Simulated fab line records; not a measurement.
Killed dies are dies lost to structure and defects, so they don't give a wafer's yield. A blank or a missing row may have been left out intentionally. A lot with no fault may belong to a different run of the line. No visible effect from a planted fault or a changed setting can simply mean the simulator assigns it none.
fab line records ; flow gf180mcu
record: lots: 14; wafers: 42; last_day: 33
route steps=602 shown V3@452 M4@457 V4@477
lots with no fault: from the same line, run without faults
start_h: start of the lot's first displayed wafer, in hours after the record's first day ; wait_h: hours elapsed since this lot's preceding step ; " identical to the entry in the row above ; L1.1+2: a single row standing in for several wafers ; - no value, or no start was given ; * or withheld: withheld ; < > ~ a bound
route shown NAME@n: names a module that has steps shown in the file, with the first one's number in the route ; usual: mean/standard deviation of fault-free wafers ; same: alike in all rows ; chamber/n: place in a boat ; sites: the reading at each site ; _std_site: standard deviation of those values ; _edge_site: the outer-site mean with the inner-site mean subtracted ; radius_mm: for every site, how far away it sits from the centre of the wafer ; mask NAME#n: copy n ; behind: the last tool/chamber to shape the wafer ; hold: cause of the lot's hold/its duration in hours/its outcome ; device: transistor that didn't switch, given as n, p or np ; end of line: at the end of the route, the tests of the same wafers ; a step without rows: its recipe alone ; killed: dies that structure and defects cost at the first sort, which is not the same as the wafer's yield ; map: a wafer's dies, marking killed ones x, the rest . and places with no die _
set.NAME: the setting that was run; set.NAME@STEP: the one run at that earlier step ; model.NAME: the simulator's own value behind a step, which no gauge read
one table for each step of the route and one row for each wafer, over a sample of lots
services: the hour from which a tool's chamber was out of use, counted from the record's first day as start_h (under 0 if before that day), plus the number of hours and why
== steps ==
step: GF_V3_CVD_23
recipe: material: W; target_thk_nm: 350; time_s: 104.9; temp_c: 400; pressure_torr: 40
usual: heater_power_w: 894/87
lot.wafer;tool;chamber;start_h;wait_h;heater_power_w
L138.2;cvd_w-01;1;504.42;0.0;831
L138.3;cvd_w-01;0;504.42;0.0;798
L138.5;cvd_w-01;0;504.42;0.0;789
L140.1;cvd_w-02;0;530.76;0.0;914
L140.3;cvd_w-02;0;530.76;0.0;891
L140.4;cvd_w-02;1;530.76;0.0;1036
L141.4;cvd_w-01;1;534.59;0.1;856
L141.5;cvd_w-01;0;534.59;0.1;789
L141.6;cvd_w-01;1;534.59;0.1;845
L142.3;cvd_w-01;0;547.74;0.1;811
L142.4;cvd_w-01;1;547.74;0.1;870
L142.6;cvd_w-01;1;547.74;0.1;842
L143.1;cvd_w-02;1;564.53;0.0;1024
L143.4;cvd_w-02;1;564.53;0.0;1030
L143.6;cvd_w-02;0;564.53;0.0;924
L147.2;cvd_w-02;1;606.31;0.0;1020
L147.4;cvd_w-02;0;606.31;0.0;901
L147.5;cvd_w-02;1;606.31;0.0;1015
L148.2;cvd_w-01;0;615.15;0.0;828
L148.5;cvd_w-01;1;615.15;0.0;886
L148.6;cvd_w-01;0;615.15;0.0;815
L150.1;cvd_w-01;0;626.56;0.0;803
L150.3;cvd_w-01;0;626.56;0.0;803
L150.4;cvd_w-01;1;626.56;0.0;842
L152.2;cvd_w-01;1;635.74;0.0;849
L152.5;cvd_w-01;0;635.74;0.0;815
L152.6;cvd_w-01;1;635.74;0.0;849
L153.3;cvd_w-01;0;639.05;0.1;818
L153.4;cvd_w-01;1;639.05;0.1;832
L153.6;cvd_w-01;1;639.05;0.1;826
L154.2;cvd_w-01;0;649.39;0.1;824
L154.3;cvd_w-01;0;649.39;0.1;817
L154.5;cvd_w-01;0;649.39;0.1;815
L156.1;cvd_w-01;0;654.14;0.0;830
L156.2;cvd_w-01;0;654.14;0.0;820
L156.6;cvd_w-01;0;654.14;0.0;806
L155.1;cvd_w-02;1;655.39;0.0;1042
L155.2;cvd_w-02;0;655.39;0.0;930
L155.4;cvd_w-02;1;655.39;0.0;1052
L157.4;cvd_w-01;1;664.05;0.1;851
L157.5;cvd_w-01;0;664.05;0.1;808
L157.6;cvd_w-01;1;664.05;0.1;857
step: GF_M4_SPUTTER_01
recipe: material: TiN; target_thk_nm: 30; power_w: 6500; time_s: 25; chamber_pressure_pa: 0.4
usual: throttle_valve_pct: 30.6/0.79
lot.wafer;tool;chamber;start_h;wait_h;throttle_valve_pct
L138.2;pvd_sputter-04;-;505.11;0.1;31.5
L138.3;pvd_sputter-04;-;505.11;0.1;30.4
L138.5;pvd_sputter-04;-;505.11;0.1;29.7
L140.1;pvd_sputter-03;-;531.45;0.1;29.2
L140.3;pvd_sputter-03;-;531.45;0.1;30.3
L140.4;pvd_sputter-03;-;531.45;0.1;31.2
L141.4;pvd_sputter-04;-;535.25;0.1;31.6
L141.5;pvd_sputter-04;-;535.25;0.1;31.0
L141.6;pvd_sputter-04;-;535.25;0.1;29.3
L142.3;pvd_sputter-01;-;548.40;0.1;31.6
L142.4;pvd_sputter-01;-;548.40;0.1;31.0
L142.6;pvd_sputter-01;-;548.40;0.1;31.7
L143.1;pvd_sputter-04;-;565.22;0.1;31.1
L143.4;pvd_sputter-04;-;565.22;0.1;31.6
L143.6;pvd_sputter-04;-;565.22;0.1;31.2
L147.2;pvd_sputter-03;-;607.00;0.1;29.5
L147.4;pvd_sputter-03;-;607.00;0.1;30.9
L147.5;pvd_sputter-03;-;607.00;0.1;31.2
L148.2;pvd_sputter-03;-;615.84;0.1;30.5
L148.5;pvd_sputter-03;-;615.84;0.1;29.4
L148.6;pvd_sputter-03;-;615.84;0.1;30.3
L150.1;pvd_sputter-03;-;627.25;0.1;30.6
L150.3;pvd_sputter-03;-;627.25;0.1;28.8
L150.4;pvd_sputter-03;-;627.25;0.1;31.1
L152.2;pvd_sputter-04;-;636.43;0.1;29.4
L152.5;pvd_sputter-04;-;636.43;0.1;30.7
L152.6;pvd_sputter-04;-;636.43;0.1;31.5
L153.3;pvd_sputter-03;-;639.71;0.1;29.5
L153.4;pvd_sputter-03;-;639.71;0.1;30.6
L153.6;pvd_sputter-03;-;639.71;0.1;29.0
L154.2;pvd_sputter-01;-;650.15;0.1;31.5
L154.3;pvd_sputter-01;-;650.15;0.1;31.7
L154.5;pvd_sputter-01;-;650.15;0.1;31.0
L156.1;pvd_sputter-04;-;654.94;0.1;30.5
L156.2;pvd_sputter-04;-;654.94;0.1;31.0
L156.6;pvd_sputter-04;-;654.94;0.1;31.3
L155.1;pvd_sputter-04;-;656.08;0.1;30.9
L155.2;pvd_sputter-04;-;656.08;0.1;29.5
L155.4;pvd_sputter-04;-;656.08;0.1;31.9
L157.4;pvd_sputter-01;-;664.71;0.1;31.1
L157.5;pvd_sputter-01;-;664.71;0.1;31.2
L157.6;pvd_sputter-01;-;664.71;0.1;30.9
step: GF_M4_EXPOSE_11
recipe: mask_id: Metal4; target_cd_nm: 280; na: 0.68; source_shape: conventional; sigma_outer: 0.6; dose_mj: 28
usual: exposure_dose_mJ_cm2: 27.96/0.033; focus_offset_nm: 0.0/0.46
lot.wafer;tool;chamber;start_h;wait_h;mask;exposure_dose_mJ_cm2;focus_offset_nm
L138.2;krf_scanner-02;0;516.99;-;Metal4#0;27.98;-0.1
L138.3;krf_scanner-02;0;516.99;-;Metal4#0;28.00;0.4
L138.5;krf_scanner-02;0;516.99;-;Metal4#0;27.96;0.1
L140.1;krf_scanner-01;0;543.10;-;Metal4#0;27.95;-0.7
L140.3;krf_scanner-01;0;543.10;-;Metal4#0;27.94;-0.8
L140.4;krf_scanner-01;0;543.10;-;Metal4#0;27.96;0.0
L141.4;krf_scanner-01;0;546.48;-;Metal4#0;27.95;0.2
L141.5;krf_scanner-01;0;546.48;-;Metal4#0;27.94;0.3
L141.6;krf_scanner-01;0;546.48;-;Metal4#0;27.93;-0.5
L142.3;krf_scanner-02;0;560.30;-;Metal4#0;27.94;0.1
L142.4;krf_scanner-02;0;560.30;-;Metal4#0;27.95;0.0
L142.6;krf_scanner-02;0;560.30;-;Metal4#0;27.97;-0.4
L143.1;krf_scanner-02;0;576.75;-;Metal4#0;27.96;0.4
L143.4;krf_scanner-02;0;576.75;-;Metal4#0;27.96;0.4
L143.6;krf_scanner-02;0;576.75;-;Metal4#0;27.97;-0.4
L147.2;krf_scanner-01;0;617.39;-;Metal4#0;27.94;0.1
L147.4;krf_scanner-01;0;617.39;-;Metal4#0;27.95;-0.7
L147.5;krf_scanner-01;0;617.39;-;Metal4#0;27.96;-0.8
L148.2;krf_scanner-01;0;625.79;-;Metal4#0;27.94;-0.2
L148.5;krf_scanner-01;0;625.79;-;Metal4#0;27.96;0.2
L148.6;krf_scanner-01;0;625.79;-;Metal4#0;27.97;0.7
L150.1;krf_scanner-02;0;637.52;-;Metal4#0;27.96;0.1
L150.3;krf_scanner-02;0;637.52;-;Metal4#0;27.97;0.5
L150.4;krf_scanner-02;0;637.52;-;Metal4#0;27.95;-0.2
L152.2;krf_scanner-01;0;646.66;-;Metal4#0;27.98;-0.8
L152.5;krf_scanner-01;0;646.66;-;Metal4#0;28.00;-0.5
L152.6;krf_scanner-01;0;646.66;-;Metal4#0;27.93;-0.4
L153.3;krf_scanner-02;0;649.59;-;Metal4#0;27.97;-0.3
L153.4;krf_scanner-02;0;649.59;-;Metal4#0;27.93;0.3
L153.6;krf_scanner-02;0;649.59;-;Metal4#0;27.94;0.5
L154.2;krf_scanner-02;0;659.99;-;Metal4#0;28.00;0.4
L154.3;krf_scanner-02;0;659.99;-;Metal4#0;27.98;-0.1
L154.5;krf_scanner-02;0;659.99;-;Metal4#0;27.99;-0.3
L156.1;krf_scanner-01;0;665.12;-;Metal4#0;27.93;0.3
L156.2;krf_scanner-01;0;665.12;-;Metal4#0;27.92;0.8
L156.6;krf_scanner-01;0;665.12;-;Metal4#0;27.94;0.5
L155.1;krf_scanner-02;-;666.31;-;Metal4#0;-;-
L155.2;krf_scanner-02;-;666.31;-;Metal4#0;-;-
L155.4;krf_scanner-02;-;666.31;-;Metal4#0;-;-
L157.4;krf_scanner-02;-;674.55;-;Metal4#0;-;-
L157.5;krf_scanner-02;-;674.55;-;Metal4#0;-;-
L157.6;krf_scanner-02;-;674.55;-;Metal4#0;-;-
step: GF_V4_THK_MEAS_01
recipe: reads: SiO2_of_V4_CVD_00
usual: V4_CVD_00_THK: 594/8.1
lot.wafer;tool;chamber;start_h;wait_h;V4_CVD_00_THK[nm]
L138.2;film_metro-01;-;529.31;0.0;593
L138.3;film_metro-01;-;529.31;0.0;593
L138.5;film_metro-01;-;529.31;0.0;594
L140.1;film_metro-02;-;555.47;0.0;591
L140.3;film_metro-02;-;555.47;0.0;575
L140.4;film_metro-02;-;555.47;0.0;578
L141.4;film_metro-01;-;558.68;0.0;598
L141.5;film_metro-01;-;558.68;0.0;606
L141.6;film_metro-01;-;558.68;0.0;579
L142.3;film_metro-02;-;571.53;0.1;585
L142.4;film_metro-02;-;571.53;0.1;593
L142.6;film_metro-02;-;571.53;0.1;581
L143.1;film_metro-03;-;588.10;0.0;598
L143.4;film_metro-03;-;588.10;0.0;601
L143.6;film_metro-03;-;588.10;0.0;603
L147.2;film_metro-03;-;627.91;0.0;597
L147.4;film_metro-03;-;627.91;0.0;596
L147.5;film_metro-03;-;627.91;0.0;591
L148.2;film_metro-01;-;636.11;0.0;591
L148.5;film_metro-01;-;636.11;0.0;589
L148.6;film_metro-01;-;636.11;0.0;595
L150.1;film_metro-01;-;648.21;0.0;609
L150.3;film_metro-01;-;648.21;0.0;578
L150.4;film_metro-01;-;648.21;0.0;595
L152.2;film_metro-02;-;657.11;0.0;579
L152.5;film_metro-02;-;657.11;0.0;583
L152.6;film_metro-02;-;657.11;0.0;593
L153.3;film_metro-02;-;659.73;0.1;598
L153.4;film_metro-02;-;659.73;0.1;605
L153.6;film_metro-02;-;659.73;0.1;593
L154.2;film_metro-02;-;670.10;0.1;606
L154.3;film_metro-02;-;670.10;0.1;602
L154.5;film_metro-02;-;670.10;0.1;600
L156.1;film_metro-02;-;675.18;0.0;602
L156.2;film_metro-02;-;675.18;0.0;605
L156.6;film_metro-02;-;675.18;0.0;603
== services ==
tool;chamber;start_h;hours;kind
cvd_w-02;1;490.12;5.2;repair
krf_scanner-01;-;506.45;1.0;pm
krf_scanner-02;-;512.23;1.0;pm
krf_scanner-02;-;513.90;0.8;pm
cvd_w-01;1;515.69;6.1;repair
pvd_sputter-04;-;515.84;4.2;repair
krf_scanner-01;-;517.18;1.3;pm
krf_scanner-02;-;521.19;1.3;pm
krf_scanner-02;0;529.25;-;calibration
krf_scanner-01;-;554.13;0.8;pm
pvd_sputter-03;-;562.72;4.9;repair
pvd_sputter-04;-;574.91;3.3;repair
pvd_sputter-01;-;584.11;3.1;repair
pvd_sputter-04;-;598.76;6.2;repair
krf_scanner-01;-;609.30;1.3;repair
cvd_w-02;-;609.59;6.0;pm
krf_scanner-01;0;630.98;-;calibration
pvd_sputter-01;-;635.58;1.7;repair
cvd_w-01;1;645.90;13.1;repair
krf_scanner-02;-;654.81;4.4;pm
krf_scanner-01;-;665.92;0.6;repair
== key ==
first_sign: step: GF_M4_EXPOSE_11; reading: tool_record; direction: missing
effect none on later readings
met_at GF_M4_EXPOSE_11
struck_lots L155,L157
later_rows_left_out L155.1,L155.2,L155.4,L157.4,L157.5,L157.6
sort_left_out L155.1,L155.2,L155.4,L157.4,L157.5,L157.6
not_acting_at GF_V3_CVD_23,GF_M4_SPUTTER_01,GF_V4_THK_MEAS_01
onset_between 659.99 666.31
fault: kind: skipped_step_whole; tool: krf_scanner-02; chamber: -; onset_h: 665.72; steps: GF_M4_EXPOSE_11; scope: struck_lots_only
sort_left_out: the simulated sort isn't trusted on such a fault, so these wafers' sort isn't shown, and their yield isn't known
later_rows_left_out: the simulator's readings of these wafers behind a module that went badly wrong aren't trusted and aren't shown, but for the sort
